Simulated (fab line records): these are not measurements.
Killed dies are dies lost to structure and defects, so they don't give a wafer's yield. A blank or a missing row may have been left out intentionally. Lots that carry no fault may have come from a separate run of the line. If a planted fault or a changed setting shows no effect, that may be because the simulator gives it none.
fab line records :: flow sky130
record:
  lots: 13
  wafers: 39
  lastDay: 50
route steps=708 shown RES_PROTECT@208 VIA1@480 METAL2@501 VIA2@509
lots that met no fault: taken from a fault-free run of the same line
startH: the number of hours between the record's first day and the start of the first shown wafer of the lot :: waitH: hours elapsed since this lot's preceding step :: " repeats the value in the row above :: L1.1+2: a row that stands for several wafers :: - no value, or no start given :: * or withheld: withheld :: < > ~ a bound
route shown NAME@n: names a module that has steps shown in the file, with the first one's number in the route :: usual: mean and standard deviation over wafers with no fault :: same: alike in all rows :: chamber/n: place in a boat :: sites: readings site by site :: _std_site: standard deviation across them :: _edge_site: the outer-site mean with the inner-site mean subtracted :: radiusMm: for every site, how far away it sits from the centre of the wafer :: mask NAME#n: copy n :: behind: the most recent tool/chamber to have shaped the wafer :: hold: why the lot went on hold/how many hours it stayed there/how the hold came to an end :: device: transistor that didn't switch, given as n, p or np :: end of line: at the end of the route, the tests of the same wafers :: step lacking rows: just its recipe :: killed: count of dies lost to structure and defects at first sort (not the wafer's yield) :: map: dies across one wafer; x = killed, . = not, _ = none there
set.NAME: the setting that was run; set.NAME@STEP: the one run at that earlier step :: model.NAME: the simulator's own value behind a step, which no gauge read
one table for each step of the route and one row for each wafer, over a sample of lots
services: a tool's chamber out of use, with start hour (startH, from the record's first day; less than 0 if before it), hours out, and reason
== steps ==
step: SKY_RES_PROTECT_COAT_02
recipe:
  resist: NOVOLAK
  spinRpm: 3000
  resistThkNm: 1140
usual:
  chillPlateTempC: 22.99/0.1
  dispensePressureKPa: 52.6/2.6
  resistLineTempC: 22.99/0.11
lot.wafer: L883.1
tool: lithoTrack-04
chamber: 0
startH: 343.80
waitH: 0.1
chillPlateTempC: 23.05
dispensePressureKPa: 56.6
resistLineTempC: 23.17

lot.wafer: L883.5
tool: lithoTrack-04
chamber: 0
startH: 343.80
waitH: 0.1
chillPlateTempC: 23.14
dispensePressureKPa: 56.6
resistLineTempC: 23.23

lot.wafer: L883.6
tool: lithoTrack-04
chamber: 0
startH: 343.80
waitH: 0.1
chillPlateTempC: 22.81
dispensePressureKPa: 56.6
resistLineTempC: 22.97

lot.wafer: L884.2
tool: lithoTrack-02
chamber: 0
startH: 348.37
waitH: 0.1
chillPlateTempC: 23.14
dispensePressureKPa: 51.2
resistLineTempC: 22.95

lot.wafer: L884.3
tool: lithoTrack-02
chamber: 0
startH: 348.37
waitH: 0.1
chillPlateTempC: 23.16
dispensePressureKPa: 51.2
resistLineTempC: 22.99

lot.wafer: L884.5
tool: lithoTrack-02
chamber: 0
startH: 348.37
waitH: 0.1
chillPlateTempC: 23.10
dispensePressureKPa: 51.2
resistLineTempC: 22.93

lot.wafer: L886.1
tool: lithoTrack-03
chamber: 0
startH: 372.17
waitH: 0.1
chillPlateTempC: 23.07
dispensePressureKPa: 50.6
resistLineTempC: 22.96

lot.wafer: L886.2
tool: lithoTrack-03
chamber: 0
startH: 372.17
waitH: 0.1
chillPlateTempC: 23.06
dispensePressureKPa: 50.6
resistLineTempC: 23.02

lot.wafer: L886.6
tool: lithoTrack-03
chamber: 0
startH: 372.17
waitH: 0.1
chillPlateTempC: 23.03
dispensePressureKPa: 50.7
resistLineTempC: 22.94

lot.wafer: L887.1
tool: lithoTrack-02
chamber: 0
startH: 372.49
waitH: 0.1
chillPlateTempC: 22.92
dispensePressureKPa: 51.2
resistLineTempC: 22.97

lot.wafer: L887.4
tool: lithoTrack-02
chamber: 0
startH: 372.49
waitH: 0.1
chillPlateTempC: 22.89
dispensePressureKPa: 51.1
resistLineTempC: 23.15

lot.wafer: L887.5
tool: lithoTrack-02
chamber: 0
startH: 372.49
waitH: 0.1
chillPlateTempC: 22.97
dispensePressureKPa: 51.2
resistLineTempC: 22.94

lot.wafer: L888.1
tool: lithoTrack-03
chamber: 0
startH: 392.67
waitH: 0.1
chillPlateTempC: 23.04
dispensePressureKPa: 50.7
resistLineTempC: 23.09

lot.wafer: L888.3
tool: lithoTrack-03
chamber: 0
startH: 392.67
waitH: 0.1
chillPlateTempC: 23.18
dispensePressureKPa: 50.6
resistLineTempC: 22.99

lot.wafer: L888.5
tool: lithoTrack-03
chamber: 0
startH: 392.67
waitH: 0.1
chillPlateTempC: 23.07
dispensePressureKPa: 50.7
resistLineTempC: 23.00

lot.wafer: L889.3
tool: lithoTrack-02
chamber: 0
startH: 406.24
waitH: 0.1
chillPlateTempC: 22.81
dispensePressureKPa: 51.2
resistLineTempC: 23.18

lot.wafer: L889.4
tool: lithoTrack-02
chamber: 0
startH: 406.24
waitH: 0.1
chillPlateTempC: 22.91
dispensePressureKPa: 51.1
resistLineTempC: 23.00

lot.wafer: L889.6
tool: lithoTrack-02
chamber: 0
startH: 406.24
waitH: 0.1
chillPlateTempC: 23.11
dispensePressureKPa: 51.1
resistLineTempC: 23.04

lot.wafer: L890.1
tool: lithoTrack-03
chamber: 0
startH: 406.62
waitH: 0.1
chillPlateTempC: 22.97
dispensePressureKPa: 50.7
resistLineTempC: 22.81

lot.wafer: L890.2
tool: lithoTrack-03
chamber: 0
startH: 406.62
waitH: 0.1
chillPlateTempC: 22.94
dispensePressureKPa: 50.7
resistLineTempC: 22.96

lot.wafer: L890.3
tool: lithoTrack-03
chamber: 0
startH: 406.62
waitH: 0.1
chillPlateTempC: 22.76
dispensePressureKPa: 50.7
resistLineTempC: 22.94

lot.wafer: L891.1
tool: lithoTrack-02
chamber: 0
startH: 415.14
waitH: 0.1
chillPlateTempC: 22.73
dispensePressureKPa: 51.2
resistLineTempC: 23.06

lot.wafer: L891.4
tool: lithoTrack-02
chamber: 0
startH: 415.14
waitH: 0.1
chillPlateTempC: 22.93
dispensePressureKPa: 51.1
resistLineTempC: 23.21

lot.wafer: L891.6
tool: lithoTrack-02
chamber: 0
startH: 415.14
waitH: 0.1
chillPlateTempC: 22.93
dispensePressureKPa: 51.1
resistLineTempC: 22.90

lot.wafer: L893.4
tool: lithoTrack-04
chamber: 0
startH: 431.82
waitH: 0.1
chillPlateTempC: 23.03
dispensePressureKPa: 56.5
resistLineTempC: 22.85

lot.wafer: L893.5
tool: lithoTrack-04
chamber: 0
startH: 431.82
waitH: 0.1
chillPlateTempC: 22.90
dispensePressureKPa: 56.5
resistLineTempC: 22.93

lot.wafer: L893.6
tool: lithoTrack-04
chamber: 0
startH: 431.82
waitH: 0.1
chillPlateTempC: 23.02
dispensePressureKPa: 56.5
resistLineTempC: 22.72

lot.wafer: L901.3
tool: lithoTrack-03
chamber: -
startH: 498.42
waitH: 0.1
chillPlateTempC: -
dispensePressureKPa: -
resistLineTempC: -

lot.wafer: L901.4
tool: lithoTrack-03
chamber: -
startH: 498.42
waitH: 0.1
chillPlateTempC: -
dispensePressureKPa: -
resistLineTempC: -

lot.wafer: L901.6
tool: lithoTrack-03
chamber: -
startH: 498.42
waitH: 0.1
chillPlateTempC: -
dispensePressureKPa: -
resistLineTempC: -

lot.wafer: L902.1
tool: lithoTrack-02
chamber: -
startH: 514.99
waitH: 0.1
chillPlateTempC: -
dispensePressureKPa: -
resistLineTempC: -

lot.wafer: L902.4
tool: lithoTrack-02
chamber: -
startH: 514.99
waitH: 0.1
chillPlateTempC: -
dispensePressureKPa: -
resistLineTempC: -

lot.wafer: L902.6
tool: lithoTrack-02
chamber: -
startH: 514.99
waitH: 0.1
chillPlateTempC: -
dispensePressureKPa: -
resistLineTempC: -

lot.wafer: L903.1
tool: lithoTrack-02
chamber: 0
startH: 516.19
waitH: 0.1
chillPlateTempC: 22.99
dispensePressureKPa: 51.2
resistLineTempC: 23.04

lot.wafer: L903.2
tool: lithoTrack-02
chamber: 0
startH: 516.19
waitH: 0.1
chillPlateTempC: 23.05
dispensePressureKPa: 51.2
resistLineTempC: 22.96

lot.wafer: L903.5
tool: lithoTrack-02
chamber: 0
startH: 516.19
waitH: 0.1
chillPlateTempC: 23.02
dispensePressureKPa: 51.2
resistLineTempC: 22.94

lot.wafer: L904.1
tool: lithoTrack-03
chamber: 0
startH: 524.62
waitH: 0.1
chillPlateTempC: 23.09
dispensePressureKPa: 50.6
resistLineTempC: 23.06

lot.wafer: L904.2
tool: lithoTrack-03
chamber: 0
startH: 524.62
waitH: 0.1
chillPlateTempC: 22.99
dispensePressureKPa: 50.6
resistLineTempC: 23.00

lot.wafer: L904.4
tool: lithoTrack-03
chamber: 0
startH: 524.62
waitH: 0.1
chillPlateTempC: 23.06
dispensePressureKPa: 50.6
resistLineTempC: 22.97
step: SKY_VIA1_RS_MEAS_22
recipe:
  thkMeasGauge: four-point-probe
  reads: W_of_VIA1_CVD_21+TiN_of_VIA1_SPUTTER_20
usual:
  VIA1_W_RS: 0.425/0.0094
lot.wafer: L883.1
tool: filmMetro-01
chamber: -
startH: 808.36
waitH: 0.1
VIA1_W_RS[ohm/sq]: 0.432

lot.wafer: L883.5
tool: filmMetro-01
chamber: -
startH: 808.36
waitH: 0.1
VIA1_W_RS[ohm/sq]: 0.434

lot.wafer: L883.6
tool: filmMetro-01
chamber: -
startH: 808.36
waitH: 0.1
VIA1_W_RS[ohm/sq]: 0.434

lot.wafer: L884.2
tool: filmMetro-02
chamber: -
startH: 817.78
waitH: 0.1
VIA1_W_RS[ohm/sq]: 0.422

lot.wafer: L884.3
tool: filmMetro-02
chamber: -
startH: 817.78
waitH: 0.1
VIA1_W_RS[ohm/sq]: 0.421

lot.wafer: L884.5
tool: filmMetro-02
chamber: -
startH: 817.78
waitH: 0.1
VIA1_W_RS[ohm/sq]: 0.424

lot.wafer: L887.1
tool: filmMetro-02
chamber: -
startH: 833.82
waitH: 0.1
VIA1_W_RS[ohm/sq]: 0.430

lot.wafer: L887.4
tool: filmMetro-02
chamber: -
startH: 833.82
waitH: 0.1
VIA1_W_RS[ohm/sq]: 0.432

lot.wafer: L887.5
tool: filmMetro-02
chamber: -
startH: 833.82
waitH: 0.1
VIA1_W_RS[ohm/sq]: 0.429

lot.wafer: L886.1
tool: filmMetro-03
chamber: -
startH: 834.90
waitH: 0.1
VIA1_W_RS[ohm/sq]: 0.431

lot.wafer: L886.2
tool: filmMetro-03
chamber: -
startH: 834.90
waitH: 0.1
VIA1_W_RS[ohm/sq]: 0.430

lot.wafer: L886.6
tool: filmMetro-03
chamber: -
startH: 834.90
waitH: 0.1
VIA1_W_RS[ohm/sq]: 0.434

lot.wafer: L888.1
tool: filmMetro-01
chamber: -
startH: 858.87
waitH: 0.1
VIA1_W_RS[ohm/sq]: 0.427

lot.wafer: L888.3
tool: filmMetro-01
chamber: -
startH: 858.87
waitH: 0.1
VIA1_W_RS[ohm/sq]: 0.406

lot.wafer: L888.5
tool: filmMetro-01
chamber: -
startH: 858.87
waitH: 0.1
VIA1_W_RS[ohm/sq]: 0.427

lot.wafer: L889.3
tool: filmMetro-02
chamber: -
startH: 869.95
waitH: 0.1
VIA1_W_RS[ohm/sq]: 0.427

lot.wafer: L889.4
tool: filmMetro-02
chamber: -
startH: 869.95
waitH: 0.1
VIA1_W_RS[ohm/sq]: 0.405

lot.wafer: L889.6
tool: filmMetro-02
chamber: -
startH: 869.95
waitH: 0.1
VIA1_W_RS[ohm/sq]: 0.426

lot.wafer: L890.1
tool: filmMetro-01
chamber: -
startH: 872.22
waitH: 0.1
VIA1_W_RS[ohm/sq]: 0.430

lot.wafer: L890.2
tool: filmMetro-01
chamber: -
startH: 872.22
waitH: 0.1
VIA1_W_RS[ohm/sq]: 0.421

lot.wafer: L890.3
tool: filmMetro-01
chamber: -
startH: 872.22
waitH: 0.1
VIA1_W_RS[ohm/sq]: 0.427

lot.wafer: L891.1
tool: filmMetro-01
chamber: -
startH: 879.27
waitH: 0.1
VIA1_W_RS[ohm/sq]: 0.407

lot.wafer: L891.4
tool: filmMetro-01
chamber: -
startH: 879.27
waitH: 0.1
VIA1_W_RS[ohm/sq]: 0.427

lot.wafer: L891.6
tool: filmMetro-01
chamber: -
startH: 879.27
waitH: 0.1
VIA1_W_RS[ohm/sq]: 0.429

lot.wafer: L893.4
tool: filmMetro-03
chamber: -
startH: 886.86
waitH: 0.1
VIA1_W_RS[ohm/sq]: 0.427

lot.wafer: L893.5
tool: filmMetro-03
chamber: -
startH: 886.86
waitH: 0.1
VIA1_W_RS[ohm/sq]: 0.427

lot.wafer: L893.6
tool: filmMetro-03
chamber: -
startH: 886.86
waitH: 0.1
VIA1_W_RS[ohm/sq]: 0.431

lot.wafer: L901.3
tool: filmMetro-03
chamber: -
startH: 942.81
waitH: 0.1
VIA1_W_RS[ohm/sq]: 0.421

lot.wafer: L901.4
tool: filmMetro-03
chamber: -
startH: 942.81
waitH: 0.1
VIA1_W_RS[ohm/sq]: 0.429

lot.wafer: L901.6
tool: filmMetro-03
chamber: -
startH: 942.81
waitH: 0.1
VIA1_W_RS[ohm/sq]: 0.423

lot.wafer: L902.1
tool: filmMetro-03
chamber: -
startH: 957.68
waitH: 0.1
VIA1_W_RS[ohm/sq]: 0.426

lot.wafer: L902.4
tool: filmMetro-03
chamber: -
startH: 957.68
waitH: 0.1
VIA1_W_RS[ohm/sq]: 0.414

lot.wafer: L902.6
tool: filmMetro-03
chamber: -
startH: 957.68
waitH: 0.1
VIA1_W_RS[ohm/sq]: 0.416

lot.wafer: L903.1
tool: filmMetro-01
chamber: -
startH: 958.03
waitH: 0.1
VIA1_W_RS[ohm/sq]: 0.415

lot.wafer: L903.2
tool: filmMetro-01
chamber: -
startH: 958.03
waitH: 0.1
VIA1_W_RS[ohm/sq]: 0.437

lot.wafer: L903.5
tool: filmMetro-01
chamber: -
startH: 958.03
waitH: 0.1
VIA1_W_RS[ohm/sq]: 0.410

lot.wafer: L904.1
tool: filmMetro-02
chamber: -
startH: 965.00
waitH: 0.1
VIA1_W_RS[ohm/sq]: 0.428

lot.wafer: L904.2
tool: filmMetro-02
chamber: -
startH: 965.00
waitH: 0.1
VIA1_W_RS[ohm/sq]: 0.423

lot.wafer: L904.4
tool: filmMetro-02
chamber: -
startH: 965.00
waitH: 0.1
VIA1_W_RS[ohm/sq]: 0.424
step: SKY_METAL2_ETCH_18
recipe:
  chemistry: N2/H2
  target: BARC
  ionEnergyEv: 200
  biasW: 100
  pressureMtorr: 30
  n2FlowSccm: 100
  h2FlowSccm: 200
  icpW: 500
  stopOn: SiO2
  timeS: 45.9
  targetDepthA: 600
usual:
  drypumpMotorCurrentA: 5.7/0.47
  oesProductAu: 0.854/0.0053
  throttleValvePct: 13.225/0.0096
lot.wafer: L883.1
tool: rieMetal-01
chamber: 1
startH: 835.90
waitH: 0.0
drypumpMotorCurrentA: 6.3
oesProductAu: 0.857
rfHoursCounterH: 4
throttleValvePct: 13.226

lot.wafer: L883.5
tool: rieMetal-01
chamber: 1
startH: 835.90
waitH: 0.0
drypumpMotorCurrentA: 6.3
oesProductAu: 0.846
rfHoursCounterH: -
throttleValvePct: 13.214

lot.wafer: L883.6
tool: rieMetal-01
chamber: 0
startH: 835.90
waitH: 0.0
drypumpMotorCurrentA: 5.1
oesProductAu: 0.855
rfHoursCounterH: -
throttleValvePct: 13.233

lot.wafer: L884.2
tool: rieMetal-03
chamber: 1
startH: 845.48
waitH: 0.0
drypumpMotorCurrentA: 5.5
oesProductAu: 0.850
rfHoursCounterH: 1
throttleValvePct: 13.212

lot.wafer: L884.3
tool: rieMetal-03
chamber: 1
startH: 845.48
waitH: 0.0
drypumpMotorCurrentA: 5.5
oesProductAu: 0.854
rfHoursCounterH: -
throttleValvePct: 13.221

lot.wafer: L884.5
tool: rieMetal-03
chamber: 1
startH: 845.48
waitH: 0.0
drypumpMotorCurrentA: 5.5
oesProductAu: 0.853
rfHoursCounterH: -
throttleValvePct: 13.219

lot.wafer: L887.1
tool: rieMetal-02
chamber: 1
startH: 860.93
waitH: 0.0
drypumpMotorCurrentA: 6.5
oesProductAu: 0.855
rfHoursCounterH: 5
throttleValvePct: 13.210

lot.wafer: L887.4
tool: rieMetal-02
chamber: 0
startH: 860.93
waitH: 0.0
drypumpMotorCurrentA: 5.4
oesProductAu: 0.861
rfHoursCounterH: -
throttleValvePct: 13.218

lot.wafer: L887.5
tool: rieMetal-02
chamber: 1
startH: 860.93
waitH: 0.0
drypumpMotorCurrentA: 6.5
oesProductAu: 0.865
rfHoursCounterH: -
throttleValvePct: 13.229

lot.wafer: L886.1
tool: rieMetal-03
chamber: 0
startH: 861.64
waitH: 0.0
drypumpMotorCurrentA: 5.8
oesProductAu: 0.853
rfHoursCounterH: 4
throttleValvePct: 13.224

lot.wafer: L886.2
tool: rieMetal-03
chamber: 1
startH: 861.64
waitH: 0.0
drypumpMotorCurrentA: 5.5
oesProductAu: 0.861
rfHoursCounterH: 2
throttleValvePct: 13.221

lot.wafer: L886.6
tool: rieMetal-03
chamber: 1
startH: 861.64
waitH: 0.0
drypumpMotorCurrentA: 5.5
oesProductAu: 0.838
rfHoursCounterH: -
throttleValvePct: 13.210

lot.wafer: L888.1
tool: rieMetal-02
chamber: 1
startH: 885.74
waitH: 0.0
drypumpMotorCurrentA: 6.5
oesProductAu: 0.852
rfHoursCounterH: 6
throttleValvePct: 13.227

lot.wafer: L888.3
tool: rieMetal-02
chamber: 0
startH: 885.74
waitH: 0.0
drypumpMotorCurrentA: 5.4
oesProductAu: 0.854
rfHoursCounterH: -
throttleValvePct: 13.221

lot.wafer: L888.5
tool: rieMetal-02
chamber: 1
startH: 885.74
waitH: 0.0
drypumpMotorCurrentA: 6.5
oesProductAu: 0.863
rfHoursCounterH: -
throttleValvePct: 13.243

lot.wafer: L889.3
tool: rieMetal-01
chamber: 0
startH: 896.16
waitH: 0.0
drypumpMotorCurrentA: 5.1
oesProductAu: 0.854
rfHoursCounterH: -
throttleValvePct: 13.213

lot.wafer: L889.4
tool: rieMetal-01
chamber: 1
startH: 896.16
waitH: 0.0
drypumpMotorCurrentA: 6.3
oesProductAu: 0.860
rfHoursCounterH: -
throttleValvePct: 13.236

lot.wafer: L889.6
tool: rieMetal-01
chamber: 0
startH: 896.16
waitH: 0.0
drypumpMotorCurrentA: 5.1
oesProductAu: 0.863
rfHoursCounterH: -
throttleValvePct: 13.214

lot.wafer: L890.1
tool: rieMetal-03
chamber: 0
startH: 897.93
waitH: 0.0
drypumpMotorCurrentA: 5.8
oesProductAu: 0.846
rfHoursCounterH: 4
throttleValvePct: 13.223

lot.wafer: L890.2
tool: rieMetal-03
chamber: 1
startH: 897.93
waitH: 0.0
drypumpMotorCurrentA: 5.5
oesProductAu: 0.854
rfHoursCounterH: 2
throttleValvePct: 13.232

lot.wafer: L890.3
tool: rieMetal-03
chamber: 0
startH: 897.93
waitH: 0.0
drypumpMotorCurrentA: 5.8
oesProductAu: 0.854
rfHoursCounterH: -
throttleValvePct: 13.242

lot.wafer: L891.1
tool: rieMetal-03
chamber: 0
startH: 905.71
waitH: 0.0
drypumpMotorCurrentA: 5.8
oesProductAu: 0.855
rfHoursCounterH: 5
throttleValvePct: 13.212

lot.wafer: L891.4
tool: rieMetal-03
chamber: 0
startH: 905.71
waitH: 0.0
drypumpMotorCurrentA: 5.8
oesProductAu: 0.854
rfHoursCounterH: -
throttleValvePct: 13.239

lot.wafer: L891.6
tool: rieMetal-03
chamber: 0
startH: 905.71
waitH: 0.0
drypumpMotorCurrentA: 5.7
oesProductAu: 0.856
rfHoursCounterH: -
throttleValvePct: 13.222

lot.wafer: L893.4
tool: rieMetal-03
chamber: 0
startH: 913.10
waitH: 0.0
drypumpMotorCurrentA: 5.8
oesProductAu: 0.855
rfHoursCounterH: -
throttleValvePct: 13.222

lot.wafer: L893.5
tool: rieMetal-03
chamber: 0
startH: 913.10
waitH: 0.0
drypumpMotorCurrentA: 5.8
oesProductAu: 0.848
rfHoursCounterH: -
throttleValvePct: 13.229

lot.wafer: L893.6
tool: rieMetal-03
chamber: 1
startH: 913.10
waitH: 0.0
drypumpMotorCurrentA: 5.5
oesProductAu: 0.861
rfHoursCounterH: -
throttleValvePct: 13.215

lot.wafer: L901.3
tool: rieMetal-02
chamber: 1
startH: 968.39
waitH: 0.0
drypumpMotorCurrentA: 6.5
oesProductAu: 0.844
rfHoursCounterH: -
throttleValvePct: 13.222

lot.wafer: L901.4
tool: rieMetal-02
chamber: 0
startH: 968.39
waitH: 0.0
drypumpMotorCurrentA: 5.4
oesProductAu: 0.852
rfHoursCounterH: -
throttleValvePct: 13.228

lot.wafer: L901.6
tool: rieMetal-02
chamber: 0
startH: 968.39
waitH: 0.0
drypumpMotorCurrentA: 5.4
oesProductAu: 0.851
rfHoursCounterH: -
throttleValvePct: 13.241

lot.wafer: L902.1
tool: rieMetal-02
chamber: 1
startH: 982.91
waitH: 0.0
drypumpMotorCurrentA: 6.5
oesProductAu: 0.863
rfHoursCounterH: 11
throttleValvePct: 13.217

lot.wafer: L902.4
tool: rieMetal-02
chamber: 0
startH: 982.91
waitH: 0.0
drypumpMotorCurrentA: 5.4
oesProductAu: 0.863
rfHoursCounterH: -
throttleValvePct: 13.216

lot.wafer: L902.6
tool: rieMetal-02
chamber: 1
startH: 982.91
waitH: 0.0
drypumpMotorCurrentA: 6.5
oesProductAu: 0.846
rfHoursCounterH: -
throttleValvePct: 13.225

lot.wafer: L903.1
tool: rieMetal-01
chamber: 0
startH: 983.39
waitH: 0.0
drypumpMotorCurrentA: 5.1
oesProductAu: 0.853
rfHoursCounterH: 18
throttleValvePct: 13.238

lot.wafer: L903.2
tool: rieMetal-01
chamber: 1
startH: 983.39
waitH: 0.0
drypumpMotorCurrentA: 6.3
oesProductAu: 0.850
rfHoursCounterH: 13
throttleValvePct: 13.226

lot.wafer: L903.5
tool: rieMetal-01
chamber: 1
startH: 983.39
waitH: 0.0
drypumpMotorCurrentA: 6.3
oesProductAu: 0.852
rfHoursCounterH: -
throttleValvePct: 13.222

lot.wafer: L904.1
tool: rieMetal-03
chamber: 1
startH: 990.58
waitH: 0.0
drypumpMotorCurrentA: 5.5
oesProductAu: 0.856
rfHoursCounterH: 7
throttleValvePct: 13.218

lot.wafer: L904.2
tool: rieMetal-03
chamber: 0
startH: 990.58
waitH: 0.0
drypumpMotorCurrentA: 5.8
oesProductAu: 0.861
rfHoursCounterH: 9
throttleValvePct: 13.243

lot.wafer: L904.4
tool: rieMetal-03
chamber: 0
startH: 990.58
waitH: 0.0
drypumpMotorCurrentA: 5.8
oesProductAu: 0.856
rfHoursCounterH: -
throttleValvePct: 13.232
step: SKY_VIA2_CMP_02
recipe:
  material: SiO2
  downForcePsi: 4
  platenRpm: 60
  padVelocityMS: 0.94248
usual:
  motorCurrentA: 12.2/0.69
lot.wafer: L883.1
tool: cmp-01
chamber: 2
startH: 836.94
waitH: 0.1
motorCurrentA: 11.9

lot.wafer: L883.5
tool: cmp-01
chamber: 0
startH: 836.94
waitH: 0.1
motorCurrentA: 11.1

lot.wafer: L883.6
tool: cmp-01
chamber: 1
startH: 836.94
waitH: 0.1
motorCurrentA: 12.0

lot.wafer: L884.2
tool: cmp-01
chamber: 3
startH: 846.52
waitH: 0.1
motorCurrentA: 12.8

lot.wafer: L884.3
tool: cmp-01
chamber: 0
startH: 846.52
waitH: 0.1
motorCurrentA: 10.9

lot.wafer: L884.5
tool: cmp-01
chamber: 2
startH: 846.52
waitH: 0.1
motorCurrentA: 11.7

lot.wafer: L887.4
tool: cmp-01
chamber: 0
startH: 861.97
waitH: 0.1
motorCurrentA: 12.0

lot.wafer: L887.1
tool: cmp-01
chamber: 1
startH: 861.97
waitH: 0.1
motorCurrentA: 11.8

lot.wafer: L887.5
tool: cmp-01
chamber: 2
startH: 861.97
waitH: 0.1
motorCurrentA: 11.5

lot.wafer: L886.2
tool: cmp-01
chamber: 3
startH: 862.66
waitH: 0.1
motorCurrentA: 12.3

lot.wafer: L886.1
tool: cmp-01
chamber: 1
startH: 862.66
waitH: 0.1
motorCurrentA: 12.0

lot.wafer: L886.6
tool: cmp-01
chamber: 2
startH: 862.66
waitH: 0.1
motorCurrentA: 12.7

lot.wafer: L888.1
tool: cmp-02
chamber: 2
startH: 886.67
waitH: 0.1
motorCurrentA: 12.8

lot.wafer: L888.3
tool: cmp-02
chamber: 0
startH: 886.67
waitH: 0.1
motorCurrentA: 11.8

lot.wafer: L888.5
tool: cmp-02
chamber: 3
startH: 886.67
waitH: 0.1
motorCurrentA: 13.0

lot.wafer: L889.4
tool: cmp-01
chamber: 1
startH: 897.24
waitH: 0.1
motorCurrentA: 11.8

lot.wafer: L889.3
tool: cmp-01
chamber: 2
startH: 897.24
waitH: 0.1
motorCurrentA: 12.6

lot.wafer: L889.6
tool: cmp-01
chamber: 0
startH: 897.24
waitH: 0.1
motorCurrentA: 11.0

lot.wafer: L890.2
tool: cmp-01
chamber: 1
startH: 898.88
waitH: 0.0
motorCurrentA: 10.9

lot.wafer: L890.3
tool: cmp-01
chamber: 2
startH: 898.88
waitH: 0.0
motorCurrentA: 12.0

lot.wafer: L890.1
tool: cmp-01
chamber: 0
startH: 898.88
waitH: 0.0
motorCurrentA: 11.4

lot.wafer: L891.4
tool: cmp-02
chamber: 2
startH: 906.69
waitH: 0.1
motorCurrentA: 12.5

lot.wafer: L891.1
tool: cmp-02
chamber: 3
startH: 906.69
waitH: 0.1
motorCurrentA: 13.0

lot.wafer: L891.6
tool: cmp-02
chamber: 2
startH: 906.69
waitH: 0.1
motorCurrentA: 12.1

lot.wafer: L893.4
tool: cmp-01
chamber: 3
startH: 914.36
waitH: 0.4
motorCurrentA: 12.9

lot.wafer: L893.5
tool: cmp-01
chamber: 0
startH: 914.36
waitH: 0.4
motorCurrentA: 11.6

lot.wafer: L893.6
tool: cmp-01
chamber: 1
startH: 914.36
waitH: 0.4
motorCurrentA: 12.5

lot.wafer: L901.3
tool: cmp-02
chamber: 0
startH: 969.49
waitH: 0.1
motorCurrentA: 12.5

lot.wafer: L901.4
tool: cmp-02
chamber: 1
startH: 969.49
waitH: 0.1
motorCurrentA: 11.0

lot.wafer: L901.6
tool: cmp-02
chamber: 0
startH: 969.49
waitH: 0.1
motorCurrentA: 12.0

lot.wafer: L902.4
tool: cmp-02
chamber: 3
startH: 984.27
waitH: 0.0
motorCurrentA: 12.9

lot.wafer: L902.1
tool: cmp-02
chamber: 2
startH: 984.27
waitH: 0.0
motorCurrentA: 12.2

lot.wafer: L902.6
tool: cmp-02
chamber: 0
startH: 984.27
waitH: 0.0
motorCurrentA: 11.9

lot.wafer: L903.2
tool: cmp-02
chamber: 0
startH: 984.57
waitH: 0.3
motorCurrentA: 13.0

lot.wafer: L903.1
tool: cmp-02
chamber: 2
startH: 984.57
waitH: 0.3
motorCurrentA: 11.7

lot.wafer: L903.5
tool: cmp-02
chamber: 1
startH: 984.57
waitH: 0.3
motorCurrentA: 12.0

lot.wafer: L904.2
tool: cmp-01
chamber: 3
startH: 991.51
waitH: 0.0
motorCurrentA: 12.1

lot.wafer: L904.4
tool: cmp-01
chamber: 0
startH: 991.51
waitH: 0.0
motorCurrentA: 11.6

lot.wafer: L904.1
tool: cmp-01
chamber: 1
startH: 991.51
waitH: 0.0
motorCurrentA: 11.1
== services ==
tool: cmp-01
chamber: -
startH: 328.06
hours: 4.0
kind: pm

tool: cmp-01
chamber: -
startH: 333.46
hours: 1.8
kind: repair

tool: cmp-01
chamber: -
startH: 342.60
hours: 0.7
kind: repair

tool: cmp-02
chamber: -
startH: 344.93
hours: 35.0
kind: repair

tool: cmp-01
chamber: -
startH: 379.96
hours: 12.9
kind: pm

tool: cmp-01
chamber: -
startH: 404.29
hours: 4.0
kind: pm

tool: cmp-01
chamber: -
startH: 419.05
hours: 0.9
kind: repair

tool: cmp-01
chamber: -
startH: 471.09
hours: 6.0
kind: pm

tool: cmp-01
chamber: -
startH: 514.24
hours: 0.9
kind: repair

tool: rieMetal-03
chamber: -
startH: 573.56
hours: 2.8
kind: pm

tool: rieMetal-03
chamber: -
startH: 586.54
hours: 0.9
kind: repair

tool: rieMetal-03
chamber: 1
startH: 673.18
hours: 4.4
kind: repair

tool: cmp-01
chamber: -
startH: 737.57
hours: 0.2
kind: repair

tool: cmp-01
chamber: -
startH: 741.56
hours: 22.3
kind: repair

tool: cmp-01
chamber: -
startH: 763.89
hours: 4.0
kind: pm

tool: cmp-01
chamber: -
startH: 829.29
hours: 0.4
kind: repair

tool: cmp-01
chamber: -
startH: 840.09
hours: 3.4
kind: pm

tool: rieMetal-03
chamber: -
startH: 849.98
hours: 1.0
kind: repair

tool: rieMetal-03
chamber: -
startH: 874.15
hours: 14.6
kind: pm

tool: rieMetal-03
chamber: -
startH: 892.46
hours: 1.4
kind: pm

tool: cmp-01
chamber: -
startH: 926.40
hours: 1.8
kind: repair

tool: cmp-01
chamber: -
startH: 951.83
hours: 0.8
kind: repair

tool: cmp-01
chamber: -
startH: 958.23
hours: 2.0
kind: repair

tool: cmp-01
chamber: -
startH: 984.10
hours: 5.1
kind: pm
== key ==
firstSign:
  step: SKY_RES_PROTECT_COAT_02
  reading: toolRecord
  direction: missing
effect none on later readings
metAt SKY_RES_PROTECT_COAT_02
struckLots L901,L902
testerLeftOut L901,L902
notActingAt SKY_VIA1_RS_MEAS_22,SKY_METAL2_ETCH_18,SKY_VIA2_CMP_02
onsetBetween 415.14 498.42
fault:
  kind: skippedStepWhole
  tool: lithoTrack-02,lithoTrack-03
  chamber: -
  onsetH: 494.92
  steps: SKY_RES_PROTECT_COAT_02
  scope: struckLotsOnly
testerLeftOut: of these lots the tester's yield and bins aren't shown, on N5 and GAA mostly nor the transistor test; their killed dies are dies lost to structure and defects alone, not to doping, threshold or leakage, so they don't give the yield
